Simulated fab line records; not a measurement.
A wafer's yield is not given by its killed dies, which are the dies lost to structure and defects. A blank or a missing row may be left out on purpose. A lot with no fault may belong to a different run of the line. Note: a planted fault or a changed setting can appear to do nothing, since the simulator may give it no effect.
fab line records	flow sky130
record: lots: 7	wafers: 21	last-day: 50
route steps=708 shown METAL3@568 VIA3@573 PAD_OPEN@708
lots untouched by any fault: they come from a run of this same line in which no faults occurred
start-h: the number of hours between the record's first day and the start of the first shown wafer of the lot	wait-h: hours from the lot's prior step to this one	" the same as in the row above	L1.1+2: a single row standing in for several wafers	- value missing, or start not given	* or withheld: withheld	< > ~ a bound
route shown NAME@n: NAME is a module with steps in the file, n the number in the route of the first one	usual: the fault-free wafers' mean and standard deviation	same: alike in all rows	chamber/n: place in a boat	sites: readings site by site	_std_site: standard deviation across them	_edge_site: inner sites' mean taken away from outer sites' mean	radius-mm: how far each site lies from the wafer's centre	mask NAME#n: copy n	behind: tool/chamber where the wafer was last shaped	hold: what put the lot on hold/how long, in hours/how the hold closed	device: the transistor (n, p or np) that didn't switch	end of line: the route-end tests of the same wafers	for a step that has no rows: nothing shown but its recipe	killed: dies lost to structure and defects at the first sort, not the wafer's yield	map: a wafer's dies, x killed, . not, _ none there
set.NAME: the setting the step ran with; set.NAME@STEP: the setting that earlier step ran with	model.NAME: the simulator's own value behind a step, which no gauge read
a table for each step, a row for each wafer; lots at some steps of the route
services: from which hour (start-h, from the record's first day; less than 0 if before it) a tool's chamber was out of use, for how many hours, and why
== steps ==
step: SKY_METAL3_METAL_ETCH_18
recipe: target-depth-a: 8450	stop-on: SiO2	over-etch-frac: 0.3	time-s: 183.1	chemistry: Cl2/BCl3	resist-sidewall-deg: 88	pressure-mtorr: 10	icp-w: 900	bias-w: 48.5	Cl2_flow_sccm: 60	bcl3-flow-sccm: 30
usual: drypump-motor-current-A: 5.2/0.43	oes-product-au: 0.863/0.0061	throttle-valve-pct: 22.264/0.0088
lot.wafer	tool	chamber	start-h	wait-h	drypump-motor-current-A	oes-product-au	rf-hours-counter-h	throttle-valve-pct
L104.2	rie-metal-01	1	921.55	0.0	5.3	0.863	16	22.259
L104.3	"	1	"	"	5.3	0.860	-	22.278
L104.4	"	0	"	"	4.7	0.870	-	22.272
L106.3	rie-metal-04	1	968.61	0.1	6.3	0.861	-	22.267
L106.5	"	0	"	"	5.3	0.867	-	22.263
L106.6	"	1	"	"	6.3	0.857	-	22.268
L112.2	rie-metal-01	1	983.85	0.0	5.3	0.849	19	22.261
L112.5	"	0	"	"	4.7	0.869	-	22.267
L112.6	"	1	"	"	5.3	0.866	-	22.254
L114.1	rie-metal-01	1	990.43	0.0	5.3	0.863	20	22.255
L114.4	"	1	"	"	5.3	0.865	-	22.258
L114.5	"	0	"	"	4.7	0.861	-	22.269
L115.2	rie-metal-01	0	1004.46	0.0	4.6	0.859	15	22.263
L115.4	"	1	"	"	5.3	0.859	-	22.239
L115.6	"	0	"	"	4.6	0.855	-	22.269
L118.1	rie-metal-01	1	1049.16	0.0	5.3	0.867	23	22.267
L118.4	"	1	"	"	5.3	0.859	-	22.285
L118.6	"	1	"	"	5.3	0.867	-	22.257
L120.3	rie-metal-01	0	1053.02	0.1	4.6	0.879	-	22.259
L120.4	"	1	"	"	5.3	0.863	-	22.255
L120.5	"	0	"	"	4.6	0.855	-	22.266
step: SKY_METAL3_STRIP_19
recipe: chemistry: O2/N2	power-w: 1400	pressure-mtorr: 1500	platen-temp-c: withheld	o2-flow-sccm: 3000	n2-flow-sccm: 300	overash-fraction: 0.5
usual: drypump-motor-current-A: 5.33/0.26	oes-product-au: 0.500/0.0062	strip-time-to-endpoint-s: 6.50/0.098
lot.wafer	tool	chamber	start-h	wait-h	drypump-motor-current-A	oes-product-au	rf-hours-counter-h	strip-time-to-endpoint-s
L104.2	plasma-asher-01	0	921.73	0.1	5.54	0.499	114	6.55
L104.3	"	0	"	"	5.55	0.502	-	6.53
L104.4	"	1	"	"	4.90	0.493	-	6.38
L106.3	plasma-asher-01	0	968.77	0.1	5.57	0.492	-	6.28
L106.5	"	1	"	"	4.94	0.502	-	6.48
L106.6	"	0	"	"	5.56	0.490	-	6.31
L112.2	plasma-asher-02	1	984.03	0.1	5.23	0.503	88	6.52
L112.5	"	1	"	"	5.24	0.494	-	6.37
L112.6	"	0	"	"	5.44	0.497	-	6.46
L114.1	plasma-asher-03	0	990.60	0.1	5.67	0.502	24	6.58
L114.4	"	1	"	"	5.16	0.508	-	6.58
L114.5	"	0	"	"	5.66	0.502	-	6.51
L115.2	plasma-asher-01	1	1004.63	0.1	4.92	0.495	122	6.54
L115.4	"	1	"	"	4.91	0.510	-	6.56
L115.6	"	0	"	"	5.56	0.496	-	6.51
L118.1	plasma-asher-03	0	1049.33	0.1	5.63	0.509	30	6.62
L118.4	"	1	"	"	5.17	0.507	-	6.58
L118.6	"	1	"	"	5.17	0.507	-	6.61
L120.3	plasma-asher-01	1	1053.17	0.1	4.91	0.497	-	6.50
L120.4	"	0	"	"	5.56	0.500	-	6.52
L120.5	"	1	"	"	4.91	0.505	-	6.51
step: SKY_METAL3_STRIP_20
recipe: chemistry: post-etch-residue-remover	time-s: 1200	temp-c: 72.5
step: SKY_METAL3_CLEAN_21
recipe: chemistry: IPA	time-s: 180	temp-c: 25
step: SKY_METAL3_CLEAN_22
recipe: chemistry: O3/DIW	dry: n2-spin
step: SKY_VIA3_HDPCVD_00
recipe: material: SiO2	target-thk-nm: 1635	sigma-open-frac: 0.3	time-s: 272.5	temp-c: 400	sih4-flow-sccm: 60	pressure-mtorr: 6
step: SKY_VIA3_THK_MEAS_01
recipe: reads: SiO2_of_VIA3_HDPCVD_00
usual: VIA3_HDPCVD_THK: 1626/16
lot.wafer	tool	chamber	start-h	wait-h	VIA3_HDPCVD_THK[nm]
L104.2	film-metro-02	-	922.50	0.1	1605
L104.3	"	-	"	"	1597
L104.4	"	-	"	"	1601
L106.3	film-metro-01	-	969.55	0.1	1615
L106.5	"	-	"	"	1584
L106.6	"	-	"	"	1597
L112.2	film-metro-02	-	984.80	0.1	1606
L112.5	"	-	"	"	1598
L112.6	"	-	"	"	1615
L114.1	film-metro-01	-	991.37	0.1	1619
L114.4	"	-	"	"	1611
L114.5	"	-	"	"	1634
L115.2	film-metro-01	-	1005.40	0.1	1640
L115.4	"	-	"	"	1633
L115.6	"	-	"	"	1620
L118.1	film-metro-01	-	1050.17	0.1	1642
L118.4	"	-	"	"	1650
L118.6	"	-	"	"	1640
L120.3	film-metro-03	-	1054.02	0.1	1645
L120.4	"	-	"	"	1640
L120.5	"	-	"	"	1631
step: SKY_VIA3_CMP_02
recipe: material: SiO2	down-force-psi: 4	platen-rpm: 60	pad-velocity-m-s: 0.94248
usual: motor-current-A: 12.1/1.1
lot.wafer	tool	chamber	start-h	wait-h	motor-current-A
L104.4	cmp-02	3	922.55	0.0	10.8
L104.3	"	0	"	"	12.8
L104.2	"	2	"	"	11.2
L106.3	cmp-02	3	969.59	0.0	10.3
L106.6	"	3	"	"	10.0
L106.5	"	0	"	"	13.3
L112.2	cmp-01	0	985.00	0.2	12.4
L112.6	"	1	"	"	11.0
L112.5	"	2	"	"	12.0
L114.1	cmp-02	0	991.48	0.1	13.8
L114.4	"	2	"	"	11.5
L114.5	"	0	"	"	13.1
L115.4	cmp-02	3	1005.50	0.1	10.2
L115.2	"	1	"	"	11.3
L115.6	"	3	"	"	10.3
L118.1	cmp-01	3	1050.23	0.1	13.6
L118.4	"	2	"	"	13.3
L118.6	"	0	"	"	12.8
L120.4	cmp-01	1	1054.11	0.1	11.7
L120.3	"	3	"	"	13.6
L120.5	"	1	"	"	11.3
step: SKY_VIA3_BOW_MEAS_03
recipe: mode: bow
usual: VIA3_BOW: 81/8.1
lot.wafer	tool	chamber	start-h	wait-h	VIA3_BOW[um]
L104.2	film-metro-03	-	922.87	0.1	82
L104.3	"	-	"	"	88
L104.4	"	-	"	"	90
L106.3	film-metro-03	-	969.93	0.3	70
L106.5	"	-	"	"	77
L106.6	"	-	"	"	78
L112.2	film-metro-01	-	985.17	0.1	70
L112.5	"	-	"	"	84
L112.6	"	-	"	"	84
L114.1	film-metro-02	-	991.73	0.2	74
L114.4	"	-	"	"	97
L114.5	"	-	"	"	73
L115.2	film-metro-01	-	1005.77	0.1	91
L115.4	"	-	"	"	86
L115.6	"	-	"	"	75
L118.1	film-metro-01	-	1050.53	0.2	79
L118.4	"	-	"	"	86
L118.6	"	-	"	"	76
L120.3	film-metro-03	-	1054.40	0.1	76
L120.4	"	-	"	"	81
L120.5	"	-	"	"	84
step: SKY_VIA3_DEHYDRATE_04
recipe: temp-c: 200	time-s: 60
step: SKY_VIA3_HMDS_05
recipe: prime-time-s: 60	prime-temp-c: 120
step: SKY_VIA3_COAT_06
recipe: resist: BARC	temp-c: withheld	time-s: withheld	spin-rpm: 3000	resist-thk-nm: 60
step: SKY_VIA3_COAT_07
recipe: resist: KrF-thick	spin-rpm: 3000	resist-thk-nm: 450
usual: chill-plate-temp-C: 23.02/0.11	spin-speed-rpm: 2999.9/2.5
lot.wafer	tool	chamber	start-h	wait-h	chill-plate-temp-C	spin-speed-rpm	model.KrF-thick_of_VIA3_COAT_07.thk-nm
L104.2	litho-track-01	0	934	-	23.13	3001.7	453.2
L104.3	"	0	"	"	23.01	2998.1	452.1
L104.4	"	0	"	"	23.05	2998.1	450.7
L106.3	litho-track-03	0	982	-	22.99	2998.9	450.5
L106.5	"	0	"	"	23.03	2996.3	450.4
L106.6	"	0	"	"	23.05	3001.5	450.4
L112.2	litho-track-01	0	997	-	23.12	3555.1	412.9
L112.5	"	0	"	"	23.12	3558.1	414
L112.6	"	0	"	"	23.03	3559.8	413
L114.1	litho-track-01	0	1003	-	23.10	3554.4	413.6
L114.4	"	0	"	"	22.98	3550.0	413.4
L114.5	"	0	"	"	22.81	3548.4	414.8
L115.2	litho-track-01	0	1016	-	22.83	3551.2	413.3
L115.4	"	0	"	"	22.84	3552.8	412.8
L115.6	"	0	"	"	23.10	3555.1	412.2
L118.1	litho-track-02	0	1061	-	22.97	2999.3	449.9
L118.4	"	0	"	"	23.02	2997.0	448.5
L118.6	"	0	"	"	23.01	3000.2	448.4
L120.3	litho-track-03	0	1065	-	22.94	3001.1	449.5
L120.4	"	0	"	"	23.01	2997.0	449.6
L120.5	"	0	"	"	23.07	3000.2	449.8
step: SKY_VIA3_SOFTBAKE_08
recipe: temp-c: 100	time-s: 93.82	resist: KrF-thick
usual: chill-plate-temp-C: 22.97/0.11	heater-power-total-W: 57.42/0.14	plate-sensor-t-centre-C: 100.88/0.0094	plate-sensor-t-edge-C: 100.95/0.011
lot.wafer	tool	chamber	start-h	wait-h	chill-plate-temp-C	heater-power-total-W	plate-sensor-t-centre-C	plate-sensor-t-edge-C
L104.2	litho-track-01	0	-	-	22.79	57.60	100.89	100.94
L104.3	"	0	"	"	22.97	57.51	100.89	100.98
L104.4	"	0	"	"	22.96	57.60	100.88	100.94
L106.3	litho-track-03	0	-	-	22.95	57.34	100.88	100.97
L106.5	"	0	"	"	22.97	57.66	100.87	100.95
L106.6	"	0	"	"	22.78	57.55	100.9	100.94
L112.2	litho-track-01	0	-	-	22.87	57.28	100.89	100.94
L112.5	"	0	"	"	22.99	57.34	100.87	100.97
L112.6	"	0	"	"	22.98	57.27	100.89	100.96
L114.1	litho-track-01	0	-	-	23.12	57.38	100.88	100.96
L114.4	"	0	"	"	23.03	57.40	100.88	100.96
L114.5	"	0	"	"	23.04	57.20	100.86	100.94
L115.2	litho-track-01	0	-	-	23.02	57.35	100.88	100.95
L115.4	"	0	"	"	23.06	57.58	100.9	100.96
L115.6	"	0	"	"	23.00	57.28	100.89	100.95
L118.1	litho-track-02	0	-	-	22.80	57.19	100.86	100.95
L118.4	"	0	"	"	22.90	57.36	100.87	100.95
L118.6	"	0	"	"	22.87	57.35	100.88	100.95
L120.3	litho-track-03	0	-	-	22.72	57.48	100.89	100.96
L120.4	"	0	"	"	22.89	57.22	100.86	100.95
L120.5	"	0	"	"	22.89	57.31	100.86	100.95
step: SKY_VIA3_EXPOSE_09
recipe: mask-id: VIM3	na: 0.8	source-shape: annular	sigma-inner: 0.55	sigma-outer: 0.85	target-cd-nm: 200	dose-mj: 38
step: SKY_VIA3_PEB_10
recipe: peb-temp-c: withheld	peb-time-s: withheld	resist: KrF-thick
step: SKY_VIA3_DEVELOP_11
recipe: develop-time-s: 60	resist: KrF-thick	dev-temp-c: 21
step: SKY_VIA3_CD_MEAS_12
recipe: target-cd-nm: 200
usual: cd-nm: 200.0/1.1
lot.wafer	tool	chamber	start-h	wait-h	cd-nm
L104.2	cd-sem-01	-	947.17	-	198.1
L104.3	"	-	"	"	199.4
L104.4	"	-	"	"	200.1
L106.3	cd-sem-01	-	994.54	-	199.4
L106.5	"	-	"	"	199.9
L106.6	"	-	"	"	199.2
L112.2	cd-sem-02	-	1009.29	-	201.8
L112.5	"	-	"	"	202.6
L112.6	"	-	"	"	201.6
L114.1	cd-sem-02	-	1014.78	-	200.9
L114.4	"	-	"	"	200.6
L114.5	"	-	"	"	200.2
L115.2	cd-sem-01	-	1027.80	-	201.6
L115.4	"	-	"	"	200.4
L115.6	"	-	"	"	200.9
L118.1	cd-sem-01	-	1071.88	-	198.2
L118.4	"	-	"	"	199.0
L118.6	"	-	"	"	199.2
L120.3	cd-sem-01	-	1075.87	-	201.3
L120.4	"	-	"	"	199.0
L120.5	"	-	"	"	200.8
step: SKY_VIA3_OVL_MEAS_13
usual: VIA3_OVL: -3/5.8
lot.wafer	tool	chamber	start-h	wait-h	VIA3_OVL[nm]
L104.2	overlay-01	-	947.28	0.1	-4
L104.3	"	-	"	"	-6
L104.4	"	-	"	"	-1
L106.3	overlay-02	-	994.64	0.1	-8
L106.5	"	-	"	"	-12
L106.6	"	-	"	"	-5
L112.2	overlay-02	-	1009.40	0.1	-6
L112.5	"	-	"	"	-8
L112.6	"	-	"	"	-7
L114.1	overlay-01	-	1014.90	0.1	2
L114.4	"	-	"	"	-4
L114.5	"	-	"	"	4
L115.2	overlay-01	-	1027.90	0.1	6
L115.4	"	-	"	"	6
L115.6	"	-	"	"	2
L118.1	overlay-01	-	1072.00	0.1	0
L118.4	"	-	"	"	-8
L118.6	"	-	"	"	-1
L120.3	overlay-02	-	1075.96	0.1	-6
L120.4	"	-	"	"	-4
L120.5	"	-	"	"	-3
step: SKY_VIA3_ETCH_14
recipe: chemistry: N2/H2	target: BARC	ion-energy-ev: 200	source-w: 500	bias-w: 100	pressure-mtorr: 30	n2-flow-sccm: 100	h2-flow-sccm: 200	stop-on: SiO2	time-s: 45.9	target-depth-a: 600
usual: drypump-motor-current-A: 5.5/0.45	oes-product-au: 0.855/0.0047	throttle-valve-pct: 13.224/0.0096
lot.wafer	tool	chamber	start-h	wait-h	drypump-motor-current-A	oes-product-au	rf-hours-counter-h	throttle-valve-pct
L104.2	rie-diel-03	2	947.31	0.0	5.4	0.857	8	13.224
L104.3	"	3	"	"	5.9	0.856	16	13.223
L104.4	"	1	"	"	5.0	0.847	15	13.231
L106.3	rie-diel-03	2	994.66	0.0	5.4	0.857	9	13.210
L106.5	"	2	"	"	5.4	0.856	-	13.199
L106.6	"	3	"	"	5.9	0.857	-	13.221
L112.2	rie-diel-01	1	1009.43	0.0	5.6	0.851	3	13.230
L112.5	"	0	"	"	5.3	0.859	-	13.223
L112.6	"	1	"	"	5.6	0.859	-	13.203
L114.1	rie-diel-01	0	1014.93	0.0	5.3	0.851	7	13.229
L114.4	"	1	"	"	5.6	0.855	-	13.215
L114.5	"	2	"	"	5.8	0.852	-	13.230
L115.2	rie-diel-03	2	1027.93	0.0	5.3	0.856	10	13.218
L115.4	"	1	"	"	5.0	0.857	18	13.221
L115.6	"	2	"	"	5.3	0.856	-	13.227
L118.1	rie-diel-03	2	1072.03	0.0	5.4	0.845	12	13.235
L118.4	"	1	"	"	5.0	0.855	19	13.222
L118.6	"	2	"	"	5.3	0.854	-	13.229
L120.3	rie-diel-03	3	1075.98	0.0	5.9	0.856	21	13.234
L120.4	"	1	"	"	5.0	0.867	19	13.234
L120.5	"	0	"	"	5.3	0.850	-	13.225
step: SKY_VIA3_ETCH_15
recipe: target: SiO2	chemistry: C4F8/O2/Ar	target-depth-nm: 507	stop-on: TiN	mask-material: KrF-thick	source-w: 1500	bias-w: 1200	pressure-mtorr: 40	c4f8-flow-sccm: withheld	O2_flow_sccm: 6	Ar_flow_sccm: 300	time-s: 78
usual: oes-product-au: 0.946/0.0048
lot.wafer	tool	chamber	start-h	wait-h	oes-product-au	model.KrF-thick_of_VIA3_COAT_07.thk-nm
L104.2	rie-diel-03	2	947.35	0.0	0.942	290.7
L104.3	"	3	"	"	0.949	292.2
L104.4	"	1	"	"	0.944	294.1
L106.3	rie-diel-03	2	994.70	0.0	0.942	287.9
L106.5	"	2	"	"	0.953	288.6
L106.6	"	3	"	"	0.942	288.2
L112.2	rie-diel-01	1	1009.47	0.0	0.951	250.1
L112.5	"	0	"	"	0.943	252.1
L112.6	"	1	"	"	0.938	251.4
L114.1	rie-diel-01	0	1014.98	0.0	0.946	252.8
L114.4	"	1	"	"	0.943	250.3
L114.5	"	2	"	"	0.940	254.6
L115.2	rie-diel-03	2	1027.98	0.0	0.943	251.2
L115.4	"	1	"	"	0.939	252.5
L115.6	"	2	"	"	0.947	248.8
L118.1	rie-diel-03	2	1072.08	0.0	0.945	287.2
L118.4	"	1	"	"	0.952	290.2
L118.6	"	2	"	"	0.954	284.9
L120.3	rie-diel-03	3	1076.03	0.0	0.950	289.9
L120.4	"	1	"	"	0.943	292.1
L120.5	"	0	"	"	0.948	293.4
step: SKY_VIA3_STRIP_16
recipe: chemistry: O2/N2	power-w: 1400	pressure-mtorr: 1500	platen-temp-c: withheld	o2-flow-sccm: 3000	n2-flow-sccm: 300	overash-fraction: 0.5
usual: drypump-motor-current-A: 5.5/0.32	oes-product-au: 0.401/0.0045	strip-time-to-endpoint-s: 4.117/0.028
lot.wafer	tool	chamber	start-h	wait-h	drypump-motor-current-A	oes-product-au	rf-hours-counter-h	strip-time-to-endpoint-s
L104.2	plasma-asher-02	1	947.41	0.0	5.2	0.397	83	4.122
L104.3	"	0	"	"	5.4	0.402	-	4.129
L104.4	"	1	"	"	5.2	0.409	-	4.171
L106.3	plasma-asher-03	1	994.80	0.1	5.2	0.398	-	4.095
L106.5	"	0	"	"	5.6	0.407	-	4.098
L106.6	"	1	"	"	5.2	0.398	-	4.102
L112.2	plasma-asher-03	1	1009.53	0.0	5.1	0.380	26	3.679
L112.5	"	1	"	"	5.2	0.383	-	3.709
L112.6	"	0	"	"	5.6	0.382	-	3.691
L114.1	plasma-asher-02	0	1015.04	0.0	5.4	0.387	91	3.714
L114.4	"	0	"	"	5.4	0.391	-	3.681
L114.5	"	1	"	"	5.3	0.387	-	3.748
L115.2	plasma-asher-02	0	1028.04	0.0	5.4	0.376	92	3.693
L115.4	"	0	"	"	5.4	0.388	-	3.721
L115.6	"	1	"	"	5.2	0.379	-	3.680
L118.1	plasma-asher-03	0	1072.14	0.0	5.6	0.398	33	4.085
L118.4	"	0	"	"	5.7	0.409	-	4.107
L118.6	"	1	"	"	5.2	0.401	-	4.063
L120.3	plasma-asher-03	1	1076.12	0.1	5.2	0.403	-	4.124
L120.4	"	0	"	"	5.7	0.404	-	4.148
L120.5	"	0	"	"	5.7	0.404	-	4.152
step: SKY_VIA3_STRIP_17
recipe: chemistry: post-etch-residue-remover	time-s: 1200	temp-c: 72.5
step: SKY_PAD_OPEN_PROBE_99
usual: defect-limited-yield: 82.5/2	killed_at_M0_to_M3: 44/7.1	killed_at_M4_up: 3.1/1.8	killed-at-contacts: 24/5.3	killed-at-front-end: 15/4.5	killed-at-other: 0.2/0.42	killed-dies: 86/9.6	killed-open: 46/6.9	killed-short: 40/6.4	sort_bin_3_pad_short: 0.8/0.36	sort_bin_5_function: 10.3/1.3	sort_bin_6_memory: 6.4/1.2	sort-n-pass: 406/9.6	sort-yield-pct: 82.5/2
same: gross-dies: 492	killed-at-back-side: 0	sort_bin_4_leakage[%]: 0	sort_bin_8_speed[%]: 0
lot.wafer	tool	chamber	start-h	wait-h	defect-limited-yield[%]	killed_at_M0_to_M3	killed_at_M4_up	killed-at-contacts	killed-at-front-end	killed-at-other	killed-dies	killed-open	killed-short	sort_bin_3_pad_short[%]	sort_bin_5_function[%]	sort_bin_6_memory[%]	sort-n-pass	sort-yield-pct[%]
L104.2	prober-01	-	1089.67	0.1	82.3	42	0	23	21	1	87	41	46	0.8	8.5	8.3	405	82.3
L104.3	prober-01	-	1089.72	0.2	81.1	48	2	20	22	1	93	47	46	2.0	10.2	6.7	399	81.1
L104.4	prober-01	-	1089.77	0.2	82.9	45	4	25	10	0	84	50	34	0.8	9.8	6.5	408	82.9
L106.3	prober-01	-	1130.61	0.2	80.7	50	3	27	14	1	95	49	46	0.6	12.0	6.7	397	80.7
L106.5	prober-01	-	1130.71	0.2	81.5	52	4	25	10	0	91	51	40	1.0	10.4	7.1	401	81.5
L106.6	prober-01	-	1130.76	0.2	83.9	41	1	27	10	0	79	39	40	0.8	9.8	5.5	413	83.9
L118.1	prober-02	-	1191.04	0.1	77.6	50	5	40	15	0	110	61	49	1.0	13.4	7.9	382	77.6
L118.4	prober-02	-	1191.19	0.2	82.7	51	1	22	11	0	85	43	42	1.2	8.3	7.7	407	82.7
L118.6	prober-02	-	1191.29	0.2	83.5	38	2	25	16	0	81	43	38	0.4	10.6	5.5	411	83.5
killed by level:class
L104.2 VIA1:geometric-particle:open=10 METAL2:geometric-particle:short=8 CONTACT:geometric-particle:short=7 VIA3:geometric-particle:open=7 POLY_GATE:geometric-particle:short=6 FIELD_ISO:geometric-particle:open=5 LI_CONTACT:geometric-particle:short=5 CONTACT:geometric-particle:open=5
L104.3 VIA1:geometric-particle:open=12 POLY_GATE:geometric-particle:open=6 VIA3:geometric-particle:open=6 METAL1:geometric-particle:short=6 METAL2:geometric-particle:short=6 FIELD_ISO:geometric-particle:open=5 LOCAL_INTERCONNECT:geometric-particle:short=5 LI_CONTACT:geometric-particle:open=5
L104.4 CONTACT:geometric-particle:open=8 VIA3:geometric-particle:open=8 LI_CONTACT:geometric-particle:open=7 VIA1:geometric-particle:open=7 VIA2:geometric-particle:open=6 METAL2:geometric-particle:short=5 LI_CONTACT:geometric-particle:short=4 VIA1:geometric-particle:short=4
L106.3 VIA1:geometric-particle:open=11 LOCAL_INTERCONNECT:geometric-particle:short=7 VIA2:geometric-particle:short=6 LI_CONTACT:geometric-particle:open=6 CONTACT:geometric-particle:short=6 VIA3:geometric-particle:open=6 METAL2:geometric-particle:short=6 CONTACT:geometric-particle:open=5
L106.5 VIA2:geometric-particle:open=10 CONTACT:geometric-particle:open=9 VIA1:geometric-particle:open=8 LI_CONTACT:geometric-particle:open=7 METAL1:geometric-particle:short=7 VIA1:geometric-particle:short=7 FIELD_ISO:geometric-particle:open=5 VIA3:geometric-particle:open=5
L106.6 CONTACT:geometric-particle:open=11 VIA1:geometric-particle:open=8 LI_CONTACT:geometric-particle:open=5 CONTACT:geometric-particle:short=5 VIA1:geometric-particle:short=5 METAL2:geometric-particle:short=5 VIA3:geometric-particle:open=5 FIELD_ISO:geometric-particle:short=4
L118.1 CONTACT:geometric-particle:open=12 LI_CONTACT:geometric-particle:open=11 VIA3:geometric-particle:open=10 VIA1:geometric-particle:open=8 METAL3:geometric-particle:short=7 FIELD_ISO:geometric-particle:open=6 LI_CONTACT:geometric-particle:short=5 LOCAL_INTERCONNECT:geometric-particle:short=5
L118.4 VIA1:geometric-particle:open=10 CONTACT:geometric-particle:open=9 VIA1:geometric-particle:short=9 VIA3:geometric-particle:open=7 CONTACT:geometric-particle:short=6 METAL2:geometric-particle:short=6 VIA2:geometric-particle:open=6 LI_CONTACT:geometric-particle:open=5
L118.6 VIA2:geometric-particle:open=9 CONTACT:geometric-particle:open=8 FIELD_ISO:geometric-particle:open=6 VIA1:geometric-particle:open=6 POLY_GATE:geometric-particle:short=5 LI_CONTACT:geometric-particle:open=5 LOCAL_INTERCONNECT:geometric-particle:short=5 VIA2:geometric-particle:short=5
== services ==
tool	chamber	start-h	hours	kind
cmp-01	-	912.00	4.0	pm
cmp-01	-	914.24	1.6	repair
cmp-02	-	929.78	1.1	repair
cmp-01	-	950.98	5.6	repair
cmp-02	-	951.52	1.5	repair
plasma-asher-01	-	955.31	0.6	repair
cmp-01	-	958.30	6.8	pm
rie-diel-03	-	971.89	2.3	repair
rie-diel-03	0	975.54	5.0	repair
rie-metal-04	-	975.93	14.6	pm
plasma-asher-01	-	981.52	5.5	repair
rie-diel-03	-	991.72	2.8	pm
rie-diel-01	3	1008.91	8.8	repair
rie-diel-03	0	1010.08	10.3	repair
cmp-01	-	1028.42	0.9	repair
cmp-01	-	1037.75	8.1	pm
rie-metal-04	0	1053.67	6.0	repair
rie-diel-03	1	1053.82	5.6	repair
plasma-asher-01	-	1055.25	9.0	pm
plasma-asher-01	0	1055.25	9.0	vent-cycle
plasma-asher-01	1	1055.25	9.0	vent-cycle
plasma-asher-03	-	1058.10	1.0	repair
rie-diel-03	-	1066.02	1.9	repair
cmp-02	-	1066.19	2.4	repair
== key ==
first-sign: step: SKY_VIA3_COAT_07	reading: spin-speed-rpm	direction: up	sigmas: 99+	usual: 2999.9	struck: 3553.9
effect: step: SKY_VIA3_STRIP_16	reading: strip-time-to-endpoint-s	direction: down	sigmas: 15	usual: *	struck: *
model-effect: step: SKY_VIA3_COAT_07	value: KrF-thick_of_VIA3_COAT_07.thk-nm	without: 449.9	struck: 413.3
model-effect: step: SKY_VIA3_ETCH_15	value: KrF-thick_of_VIA3_COAT_07.thk-nm	without: 288.1	struck: 251.5
met-at SKY_VIA3_COAT_07
struck-wafers L112.2,L112.5,L112.6,L114.1,L114.4,L114.5,L115.2,L115.4,L115.6
onset-between 934 997
fault: kind: process-parameter-drift	tool: litho-track-01	chamber: -	onset-h: 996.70	steps: SKY_VIA3_COAT_07	channel: spin-rpm	offset: 554.28	shape: step	end-h: 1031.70	acts-in: these-recipes-only	stated: 3000
